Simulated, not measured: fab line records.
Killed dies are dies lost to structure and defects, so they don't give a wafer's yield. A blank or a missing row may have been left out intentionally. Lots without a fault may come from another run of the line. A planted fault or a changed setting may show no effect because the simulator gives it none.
Which tool did it? || flow gf180mcu || Sampling: 24 lots, 72 wafers, 6 of 602 route steps

== WHAT EACH GAUGE READ, for each wafer ==
GF_M3_OVL_MEAS_15. Usual: for M3_OVL the level is -2 nm and the standard deviation is 5.4.
{"lot": "L074", "measured": "day 21 03:16", "on": "overlay-02", "M3_OVL (nm)": "-4 2 5", "flag": ""}
{"lot": "L075", "measured": "day 21 18:28", "on": "overlay-02", "M3_OVL (nm)": "5 -4 3", "flag": ""}
{"lot": "L076", "measured": "day 22 04:07", "on": "overlay-02", "M3_OVL (nm)": "-7 -10 -3", "flag": ""}
{"lot": "L077", "measured": "day 22 07:31", "on": "overlay-02", "M3_OVL (nm)": "-9 -2 -7", "flag": ""}
{"lot": "L078", "measured": "day 22 16:22", "on": "overlay-02", "M3_OVL (nm)": "5 3 7", "flag": ""}
{"lot": "L079", "measured": "day 22 23:55", "on": "overlay-01", "M3_OVL (nm)": "4 -7 -2", "flag": ""}
{"lot": "L080", "measured": "day 23 17:02", "on": "overlay-01", "M3_OVL (nm)": "-11 -5 -2", "flag": ""}
{"lot": "L081", "measured": "day 23 21:52", "on": "overlay-01", "M3_OVL (nm)": "-10 -12 -4", "flag": ""}
{"lot": "L082", "measured": "day 24 05:55", "on": "overlay-01", "M3_OVL (nm)": "5 0 3", "flag": ""}
{"lot": "L083", "measured": "day 24 09:58", "on": "overlay-01", "M3_OVL (nm)": "-6 -8 1", "flag": ""}
{"lot": "L084", "measured": "day 25 01:31", "on": "overlay-02", "M3_OVL (nm)": "-5 -4 2", "flag": ""}
{"lot": "L085", "measured": "day 25 03:43", "on": "overlay-02", "M3_OVL (nm)": "-9 -14 -11", "flag": ""}
{"lot": "L086", "measured": "day 25 22:13", "on": "overlay-01", "M3_OVL (nm)": "3 4 7", "flag": ""}
{"lot": "L087", "measured": "day 26 07:37", "on": "overlay-01", "M3_OVL (nm)": "-8 -1 -4", "flag": ""}
{"lot": "L088", "measured": "day 26 10:58", "on": "overlay-02", "M3_OVL (nm)": "3 9 1", "flag": ""}
{"lot": "L089", "measured": "day 26 15:34", "on": "overlay-01", "M3_OVL (nm)": "-5 -2 -4", "flag": ""}
{"lot": "L090", "measured": "day 26 22:02", "on": "overlay-01", "M3_OVL (nm)": "2 1 -7", "flag": ""}
{"lot": "L091", "measured": "day 27 07:16", "on": "overlay-02", "M3_OVL (nm)": "-7 -4 0", "flag": ""}
{"lot": "L092", "measured": "day 27 15:01", "on": "overlay-01", "M3_OVL (nm)": "2 5 0", "flag": ""}
{"lot": "L093", "measured": "day 27 21:19", "on": "overlay-02", "M3_OVL (nm)": "-5 -10 -10", "flag": ""}
{"lot": "L094", "measured": "day 28 01:22", "on": "overlay-02", "M3_OVL (nm)": "2 4 8", "flag": ""}
{"lot": "L095", "measured": "day 28 10:31", "on": "overlay-02", "M3_OVL (nm)": "0 7 4", "flag": ""}
{"lot": "L096", "measured": "day 28 16:58", "on": "overlay-01", "M3_OVL (nm)": "-5 -4 -6", "flag": ""}
{"lot": "L097", "measured": "day 28 23:07", "on": "overlay-02", "M3_OVL (nm)": "-1 2 1", "flag": ""}

GF_V4_CD_MEAS_14 targets a cd of 260 nm. Usual: cdNm reads 259.8 nm (standard deviation 1.3).
{"lot": "L074", "measured": "day 24 05:14", "on": "cdSem-01", "cdNm (nm)": "260.4 260.2 259.6", "flag": ""}
{"lot": "L075", "measured": "day 24 18:22", "on": "cdSem-02", "cdNm (nm)": "259.7 260.3 260.4", "flag": ""}
{"lot": "L076", "measured": "day 25 03:53", "on": "cdSem-02", "cdNm (nm)": "257.5 259.2 257.5", "flag": ""}
{"lot": "L077", "measured": "day 25 07:23", "on": "cdSem-01", "cdNm (nm)": "260.2 258.8 260.6", "flag": ""}
{"lot": "L078", "measured": "day 25 15:14", "on": "cdSem-02", "cdNm (nm)": "260.1 259.1 259.7", "flag": ""}
{"lot": "L079", "measured": "day 25 22:33", "on": "cdSem-02", "cdNm (nm)": "260.5 260.8 260.1", "flag": ""}
{"lot": "L080", "measured": "day 26 12:58", "on": "cdSem-01", "cdNm (nm)": "259.5 260.0 259.9", "flag": ""}
{"lot": "L081", "measured": "day 26 18:25", "on": "cdSem-02", "cdNm (nm)": "258.5 259.0 259.5", "flag": ""}
{"lot": "L082", "measured": "day 27 01:32", "on": "cdSem-01", "cdNm (nm)": "257.9 259.2 259.3", "flag": ""}
{"lot": "L083", "measured": "day 27 05:53", "on": "cdSem-01", "cdNm (nm)": "259.3 260.1 260.0", "flag": ""}
{"lot": "L084", "measured": "day 27 19:35", "on": "cdSem-01", "cdNm (nm)": "260.0 257.9 259.6", "flag": ""}
{"lot": "L085", "measured": "day 27 22:23", "on": "cdSem-02", "cdNm (nm)": "259.9 258.6 258.4", "flag": ""}
{"lot": "L086", "measured": "day 28 15:11", "on": "cdSem-02", "cdNm (nm)": "259.1 259.5 261.1", "flag": ""}
{"lot": "L087", "measured": "day 28 23:42", "on": "cdSem-01", "cdNm (nm)": "260.1 259.9 260.3", "flag": ""}
{"lot": "L088", "measured": "day 29 03:19", "on": "cdSem-02", "cdNm (nm)": "260.4 261.7 260.2", "flag": ""}
{"lot": "L089", "measured": "day 29 06:55", "on": "cdSem-01", "cdNm (nm)": "261.6 262.1 262.5", "flag": ""}
{"lot": "L090", "measured": "day 29 12:41", "on": "cdSem-02", "cdNm (nm)": "258.8 260.1 259.7", "flag": ""}
{"lot": "L091", "measured": "day 29 20:59", "on": "cdSem-02", "cdNm (nm)": "260.9 261.6 261.1", "flag": ""}
{"lot": "L092", "measured": "day 30 04:32", "on": "cdSem-02", "cdNm (nm)": "257.3 256.9 256.9", "flag": ""}
{"lot": "L093", "measured": "day 30 10:50", "on": "cdSem-02", "cdNm (nm)": "260.4 260.9 261.7", "flag": ""}
{"lot": "L094", "measured": "day 30 14:50", "on": "cdSem-01", "cdNm (nm)": "259.0 258.5 258.9", "flag": ""}
{"lot": "L095", "measured": "day 30 23:11", "on": "cdSem-01", "cdNm (nm)": "260.2 259.4 258.8", "flag": ""}
{"lot": "L096", "measured": "day 31 04:59", "on": "cdSem-01", "cdNm (nm)": "258.4 257.4 259.3", "flag": ""}
{"lot": "L097", "measured": "day 31 11:08", "on": "cdSem-02", "cdNm (nm)": "261.5 262.5 261.7", "flag": ""}

GF_V5_THK_MEAS_01. Usual: for V5_CVD_00_THK the level is 301 nm and the standard deviation is 3.6.
{"lot": "L074", "measured": "day 26 03:43", "on": "filmMetro-02", "V5_CVD_00_THK (nm)": "300 303 300", "flag": ""}
{"lot": "L075", "measured": "day 26 15:26", "on": "filmMetro-02", "V5_CVD_00_THK (nm)": "302 308 303", "flag": ""}
{"lot": "L076", "measured": "day 27 00:59", "on": "filmMetro-02", "V5_CVD_00_THK (nm)": "303 304 307", "flag": ""}
{"lot": "L077", "measured": "day 27 03:53", "on": "filmMetro-03", "V5_CVD_00_THK (nm)": "294 295 296", "flag": ""}
{"lot": "L078", "measured": "day 27 11:18", "on": "filmMetro-03", "V5_CVD_00_THK (nm)": "307 305 302", "flag": ""}
{"lot": "L079", "measured": "day 27 18:35", "on": "filmMetro-03", "V5_CVD_00_THK (nm)": "301 300 297", "flag": ""}
{"lot": "L080", "measured": "day 28 08:26", "on": "filmMetro-01", "V5_CVD_00_THK (nm)": "296 298 295", "flag": ""}
{"lot": "L081", "measured": "day 28 13:40", "on": "filmMetro-01", "V5_CVD_00_THK (nm)": "309 303 302", "flag": ""}
{"lot": "L082", "measured": "day 28 20:01", "on": "filmMetro-02", "V5_CVD_00_THK (nm)": "299 307 307", "flag": ""}
{"lot": "L083", "measured": "day 29 00:25", "on": "filmMetro-02", "V5_CVD_00_THK (nm)": "299 299 299", "flag": ""}
{"lot": "L084", "measured": "day 29 13:32", "on": "filmMetro-03", "V5_CVD_00_THK (nm)": "303 299 306", "flag": ""}
{"lot": "L085", "measured": "day 29 16:57", "on": "filmMetro-03", "V5_CVD_00_THK (nm)": "294 298 296", "flag": ""}
{"lot": "L086", "measured": "day 30 07:38", "on": "filmMetro-03", "V5_CVD_00_THK (nm)": "301 307 306", "flag": ""}
{"lot": "L087", "measured": "day 30 15:56", "on": "filmMetro-01", "V5_CVD_00_THK (nm)": "295 298 299", "flag": ""}
{"lot": "L088", "measured": "day 30 19:26", "on": "filmMetro-03", "V5_CVD_00_THK (nm)": "294 295 296", "flag": ""}
{"lot": "L089", "measured": "day 30 22:31", "on": "filmMetro-01", "V5_CVD_00_THK (nm)": "296 301 302", "flag": ""}
{"lot": "L090", "measured": "day 31 04:36", "on": "filmMetro-01", "V5_CVD_00_THK (nm)": "298 301 302", "flag": ""}
{"lot": "L091", "measured": "day 31 11:35", "on": "filmMetro-01", "V5_CVD_00_THK (nm)": "303 305 304", "flag": ""}
{"lot": "L092", "measured": "day 31 19:14", "on": "filmMetro-01", "V5_CVD_00_THK (nm)": "301 300 300", "flag": ""}
{"lot": "L093", "measured": "day 32 01:06", "on": "filmMetro-02", "V5_CVD_00_THK (nm)": "303 303 307", "flag": ""}
{"lot": "L094", "measured": "day 32 04:27", "on": "filmMetro-03", "V5_CVD_00_THK (nm)": "304 304 303", "flag": ""}
{"lot": "L095", "measured": "day 32 12:22", "on": "filmMetro-03", "V5_CVD_00_THK (nm)": "302 304 305", "flag": ""}
{"lot": "L096", "measured": "day 32 17:37", "on": "filmMetro-01", "V5_CVD_00_THK (nm)": "303 302 299", "flag": ""}
{"lot": "L097", "measured": "day 32 23:21", "on": "filmMetro-01", "V5_CVD_00_THK (nm)": "297 295 300", "flag": ""}

GF_V5_THK_MEAS_03. Usual: for V5_CVD_02_THK the level is 1441 nm and the standard deviation is 21.
{"lot": "L074", "measured": "day 26 03:56", "on": "filmMetro-01", "V5_CVD_02_THK (nm)": "1434 1457 1449", "flag": ""}
{"lot": "L075", "measured": "day 26 15:40", "on": "filmMetro-03", "V5_CVD_02_THK (nm)": "1434 1447 1482", "flag": ""}
{"lot": "L076", "measured": "day 27 01:09", "on": "filmMetro-03", "V5_CVD_02_THK (nm)": "1438 1436 1468", "flag": ""}
{"lot": "L077", "measured": "day 27 04:04", "on": "filmMetro-02", "V5_CVD_02_THK (nm)": "1436 1431 1472", "flag": ""}
{"lot": "L078", "measured": "day 27 11:31", "on": "filmMetro-02", "V5_CVD_02_THK (nm)": "1430 1451 1454", "flag": ""}
{"lot": "L079", "measured": "day 27 18:49", "on": "filmMetro-01", "V5_CVD_02_THK (nm)": "1425 1435 1445", "flag": ""}
{"lot": "L080", "measured": "day 28 08:37", "on": "filmMetro-02", "V5_CVD_02_THK (nm)": "1442 1486 1448", "flag": ""}
{"lot": "L081", "measured": "day 28 13:49", "on": "filmMetro-01", "V5_CVD_02_THK (nm)": "1421 1419 1453", "flag": ""}
{"lot": "L082", "measured": "day 28 20:11", "on": "filmMetro-03", "V5_CVD_02_THK (nm)": "1412 1416 1460", "flag": ""}
{"lot": "L083", "measured": "day 29 00:35", "on": "filmMetro-03", "V5_CVD_02_THK (nm)": "1415 1414 1416", "flag": ""}
{"lot": "L084", "measured": "day 29 13:42", "on": "filmMetro-02", "V5_CVD_02_THK (nm)": "1448 1458 1452", "flag": ""}
{"lot": "L085", "measured": "day 29 17:07", "on": "filmMetro-03", "V5_CVD_02_THK (nm)": "1410 1425 1443", "flag": ""}
{"lot": "L086", "measured": "day 30 07:49", "on": "filmMetro-01", "V5_CVD_02_THK (nm)": "1455 1493 1476", "flag": ""}
{"lot": "L087", "measured": "day 30 16:05", "on": "filmMetro-03", "V5_CVD_02_THK (nm)": "1452 1483 1474", "flag": ""}
{"lot": "L088", "measured": "day 30 19:37", "on": "filmMetro-01", "V5_CVD_02_THK (nm)": "1437 1444 1436", "flag": ""}
{"lot": "L089", "measured": "day 30 22:41", "on": "filmMetro-03", "V5_CVD_02_THK (nm)": "1436 1419 1440", "flag": ""}
{"lot": "L090", "measured": "day 31 04:46", "on": "filmMetro-03", "V5_CVD_02_THK (nm)": "1403 1426 1439", "flag": ""}
{"lot": "L091", "measured": "day 31 11:45", "on": "filmMetro-03", "V5_CVD_02_THK (nm)": "1445 1429 1446", "flag": ""}
{"lot": "L092", "measured": "day 31 19:24", "on": "filmMetro-02", "V5_CVD_02_THK (nm)": "1452 1436 1466", "flag": ""}
{"lot": "L093", "measured": "day 32 01:16", "on": "filmMetro-03", "V5_CVD_02_THK (nm)": "1402 1452 1456", "flag": ""}
{"lot": "L094", "measured": "day 32 04:37", "on": "filmMetro-02", "V5_CVD_02_THK (nm)": "1405 1437 1448", "flag": ""}
{"lot": "L095", "measured": "day 32 12:32", "on": "filmMetro-03", "V5_CVD_02_THK (nm)": "1410 1427 1439", "flag": ""}
{"lot": "L096", "measured": "day 32 17:47", "on": "filmMetro-02", "V5_CVD_02_THK (nm)": "1404 1430 1434", "flag": ""}
{"lot": "L097", "measured": "day 32 23:31", "on": "filmMetro-03", "V5_CVD_02_THK (nm)": "1417 1412 1431", "flag": ""}

== WHICH TOOL RAN EACH LOT (tool, then ch and the chambers of the sampled wafers, then the start) ==
{"lot": "L074", "GF_M1_SPUTTER_04": "pvdSputter-02, day 15 22:31", "GF_V3_ETCH_17": "rieDiel-04 ch 1,3, day 24 05:14 or earlier"}
{"lot": "L075", "GF_M1_SPUTTER_04": "pvdSputter-01, day 16 13:59", "GF_V3_ETCH_17": "rieDiel-03 ch 0,2,3, day 24 18:22 or earlier"}
{"lot": "L076", "GF_M1_SPUTTER_04": "pvdSputter-02, day 16 22:35", "GF_V3_ETCH_17": "rieDiel-02 ch 0,2, day 25 03:53 or earlier"}
{"lot": "L077", "GF_M1_SPUTTER_04": "pvdSputter-04, day 17 02:16", "GF_V3_ETCH_17": "rieDiel-03 ch 1,2,3, day 25 07:23 or earlier"}
{"lot": "L078", "GF_M1_SPUTTER_04": "pvdSputter-01, day 17 12:40", "GF_V3_ETCH_17": "rieDiel-02 ch 0,1, day 25 15:14 or earlier"}
{"lot": "L079", "GF_M1_SPUTTER_04": "pvdSputter-01, day 17 18:08", "GF_V3_ETCH_17": "rieDiel-04 ch 1,3, day 25 22:33 or earlier"}
{"lot": "L080", "GF_M1_SPUTTER_04": "pvdSputter-02, day 18 09:35", "GF_V3_ETCH_17": "rieDiel-03 ch 0,1,3, day 26 12:58 or earlier"}
{"lot": "L081", "GF_M1_SPUTTER_04": "pvdSputter-01, day 18 17:17", "GF_V3_ETCH_17": "rieDiel-04 ch 0,2,3, day 26 18:25 or earlier"}
{"lot": "L082", "GF_M1_SPUTTER_04": "pvdSputter-01, day 19 02:17", "GF_V3_ETCH_17": "rieDiel-02 ch 0,1,3, day 27 01:32 or earlier"}
{"lot": "L083", "GF_M1_SPUTTER_04": "pvdSputter-04, day 19 09:32", "GF_V3_ETCH_17": "rieDiel-04 ch 0,2,3, day 27 05:53 or earlier"}
{"lot": "L084", "GF_M1_SPUTTER_04": "pvdSputter-04, day 19 22:34", "GF_V3_ETCH_17": "rieDiel-04 ch 0,2,3, day 27 19:35 or earlier"}
{"lot": "L085", "GF_M1_SPUTTER_04": "pvdSputter-04, day 20 02:53", "GF_V3_ETCH_17": "rieDiel-03 ch 0,1,2, day 27 22:23 or earlier"}
{"lot": "L086", "GF_M1_SPUTTER_04": "pvdSputter-04, day 20 21:37", "GF_V3_ETCH_17": "rieDiel-03 ch 0,3, day 28 15:11 or earlier"}
{"lot": "L087", "GF_M1_SPUTTER_04": "pvdSputter-02, day 21 09:13", "GF_V3_ETCH_17": "rieDiel-03 ch 0,2, day 28 23:42 or earlier"}
{"lot": "L088", "GF_M1_SPUTTER_04": "pvdSputter-01, day 21 12:32", "GF_V3_ETCH_17": "rieDiel-03 ch 1,2, day 29 03:19 or earlier"}
{"lot": "L089", "GF_M1_SPUTTER_04": "pvdSputter-04, day 21 18:08", "GF_V3_ETCH_17": "rieDiel-02 ch 0,1, day 29 06:55 or earlier"}
{"lot": "L090", "GF_M1_SPUTTER_04": "pvdSputter-01, day 22 01:02", "GF_V3_ETCH_17": "rieDiel-04 ch 0,2,3, day 29 12:41 or earlier"}
{"lot": "L091", "GF_M1_SPUTTER_04": "pvdSputter-02, day 22 12:53", "GF_V3_ETCH_17": "rieDiel-04 ch 0,2,3, day 29 20:59 or earlier"}
{"lot": "L092", "GF_M1_SPUTTER_04": "pvdSputter-01, day 22 21:19", "GF_V3_ETCH_17": "rieDiel-02 ch 1,2,3, day 30 04:32 or earlier"}
{"lot": "L093", "GF_M1_SPUTTER_04": "pvdSputter-04, day 23 03:57", "GF_V3_ETCH_17": "rieDiel-02 ch 0,1, day 30 10:50 or earlier"}
{"lot": "L094", "GF_M1_SPUTTER_04": "pvdSputter-04, day 23 08:01", "GF_V3_ETCH_17": "rieDiel-04 ch 0,1,3, day 30 14:50 or earlier"}
{"lot": "L095", "GF_M1_SPUTTER_04": "pvdSputter-02, day 23 19:25", "GF_V3_ETCH_17": "rieDiel-04 ch 0,1,3, day 30 23:11 or earlier"}
{"lot": "L096", "GF_M1_SPUTTER_04": "pvdSputter-04, day 24 03:35", "GF_V3_ETCH_17": "rieDiel-04 ch 0,1,3, day 31 04:59 or earlier"}
{"lot": "L097", "GF_M1_SPUTTER_04": "pvdSputter-01, day 24 10:10", "GF_V3_ETCH_17": "rieDiel-02 ch 0,2,3, day 31 11:08 or earlier"}
- GF_M1_SPUTTER_04: material TiN, target thk 50 nm, time 41.7 s.
- GF_V3_ETCH_17: etches SiO2 in C4F8/O2/Ar, stops on TiN, target depth 635 nm.

== WHAT THE TOOLS THEMSELVES READ (means of the sampled wafers that have a number; where no wafer has one, the mark that the record gives instead) ==
GF_M1_SPUTTER_04. Usual: throttleValvePct reads 29.9 % (standard deviation 1).
{"lot": "L074", "tool": "pvdSputter-02", "throttleValvePct (%)": 30.6, "flag": ""}
{"lot": "L075", "tool": "pvdSputter-01", "throttleValvePct (%)": 29.9, "flag": ""}
{"lot": "L076", "tool": "pvdSputter-02", "throttleValvePct (%)": 29.8, "flag": ""}
{"lot": "L077", "tool": "pvdSputter-04", "throttleValvePct (%)": 29.3, "flag": ""}
{"lot": "L078", "tool": "pvdSputter-01", "throttleValvePct (%)": 30.4, "flag": ""}
{"lot": "L079", "tool": "pvdSputter-01", "throttleValvePct (%)": 30.5, "flag": ""}
{"lot": "L080", "tool": "pvdSputter-02", "throttleValvePct (%)": 30.4, "flag": ""}
{"lot": "L081", "tool": "pvdSputter-01", "throttleValvePct (%)": 30.4, "flag": ""}
{"lot": "L082", "tool": "pvdSputter-01", "throttleValvePct (%)": 29.7, "flag": ""}
{"lot": "L083", "tool": "pvdSputter-04", "throttleValvePct (%)": 29.1, "flag": ""}
{"lot": "L084", "tool": "pvdSputter-04", "throttleValvePct (%)": 29.2, "flag": ""}
{"lot": "L085", "tool": "pvdSputter-04", "throttleValvePct (%)": 29.1, "flag": ""}
{"lot": "L086", "tool": "pvdSputter-04", "throttleValvePct (%)": 28.7, "flag": ""}
{"lot": "L087", "tool": "pvdSputter-02", "throttleValvePct (%)": 31.1, "flag": ""}
{"lot": "L088", "tool": "pvdSputter-01", "throttleValvePct (%)": 30.2, "flag": ""}
{"lot": "L089", "tool": "pvdSputter-04", "throttleValvePct (%)": 28.8, "flag": ""}
{"lot": "L090", "tool": "pvdSputter-01", "throttleValvePct (%)": 30.0, "flag": ""}
{"lot": "L091", "tool": "pvdSputter-02", "throttleValvePct (%)": 30.9, "flag": ""}
{"lot": "L092", "tool": "pvdSputter-01", "throttleValvePct (%)": 30.5, "flag": ""}
{"lot": "L093", "tool": "pvdSputter-04", "throttleValvePct (%)": 29.2, "flag": ""}
{"lot": "L094", "tool": "pvdSputter-04", "throttleValvePct (%)": 29.2, "flag": ""}
{"lot": "L095", "tool": "pvdSputter-02", "throttleValvePct (%)": 30.1, "flag": ""}
{"lot": "L096", "tool": "pvdSputter-04", "throttleValvePct (%)": 28.9, "flag": ""}
{"lot": "L097", "tool": "pvdSputter-01", "throttleValvePct (%)": 30.4, "flag": ""}

GF_V3_ETCH_17. Usual: oesProductAu reads 0.846 a.u. (standard deviation 0.0045).
{"lot": "L074", "tool": "rieDiel-04", "oesProductAu (a.u.)": 0.845, "flag": ""}
{"lot": "L075", "tool": "rieDiel-03", "oesProductAu (a.u.)": 0.846, "flag": ""}
{"lot": "L076", "tool": "rieDiel-02", "oesProductAu (a.u.)": 0.851, "flag": ""}
{"lot": "L077", "tool": "rieDiel-03", "oesProductAu (a.u.)": 0.845, "flag": ""}
{"lot": "L078", "tool": "rieDiel-02", "oesProductAu (a.u.)": 0.842, "flag": ""}
{"lot": "L079", "tool": "rieDiel-04", "oesProductAu (a.u.)": 0.847, "flag": ""}
{"lot": "L080", "tool": "rieDiel-03", "oesProductAu (a.u.)": 0.847, "flag": ""}
{"lot": "L081", "tool": "rieDiel-04", "oesProductAu (a.u.)": 0.846, "flag": ""}
{"lot": "L082", "tool": "rieDiel-02", "oesProductAu (a.u.)": 0.841, "flag": ""}
{"lot": "L083", "tool": "rieDiel-04", "oesProductAu (a.u.)": 0.849, "flag": ""}
{"lot": "L084", "tool": "rieDiel-04", "oesProductAu (a.u.)": 0.846, "flag": ""}
{"lot": "L085", "tool": "rieDiel-03", "oesProductAu (a.u.)": 0.843, "flag": ""}
{"lot": "L086", "tool": "rieDiel-03", "oesProductAu (a.u.)": 0.843, "flag": ""}
{"lot": "L087", "tool": "rieDiel-03", "oesProductAu (a.u.)": 0.849, "flag": ""}
{"lot": "L088", "tool": "rieDiel-03", "oesProductAu (a.u.)": 0.846, "flag": ""}
{"lot": "L089", "tool": "rieDiel-02", "oesProductAu (a.u.)": 0.850, "flag": ""}
{"lot": "L090", "tool": "rieDiel-04", "oesProductAu (a.u.)": 0.846, "flag": ""}
{"lot": "L091", "tool": "rieDiel-04", "oesProductAu (a.u.)": 0.847, "flag": ""}
{"lot": "L092", "tool": "rieDiel-02", "oesProductAu (a.u.)": 0.844, "flag": ""}
{"lot": "L093", "tool": "rieDiel-02", "oesProductAu (a.u.)": 0.843, "flag": ""}
{"lot": "L094", "tool": "rieDiel-04", "oesProductAu (a.u.)": 0.843, "flag": ""}
{"lot": "L095", "tool": "rieDiel-04", "oesProductAu (a.u.)": 0.844, "flag": ""}
{"lot": "L096", "tool": "rieDiel-04", "oesProductAu (a.u.)": 0.848, "flag": ""}
{"lot": "L097", "tool": "rieDiel-02", "oesProductAu (a.u.)": 0.847, "flag": ""}

== THE ANSWER, worked out from the rows above alone ==
Rule: a lot is off if the mean of its wafers that have a number lies more than 3 standard deviations from the usual mean. Also off: a lot with no number at a reading for which 4 or more lots have one. All remaining lots with rows at the step are treated as sound. The gauges are gone through in route order, then the tools' own readings, and for those a lot's mean is taken as printed above. At the first step where some lot is off, the reading lying furthest off is the one used; lots without a number count as furthest.
Across all readings shown, no lot is off: no conclusion can be drawn from this.

== WHAT THE SIMULATOR PUT IN ==
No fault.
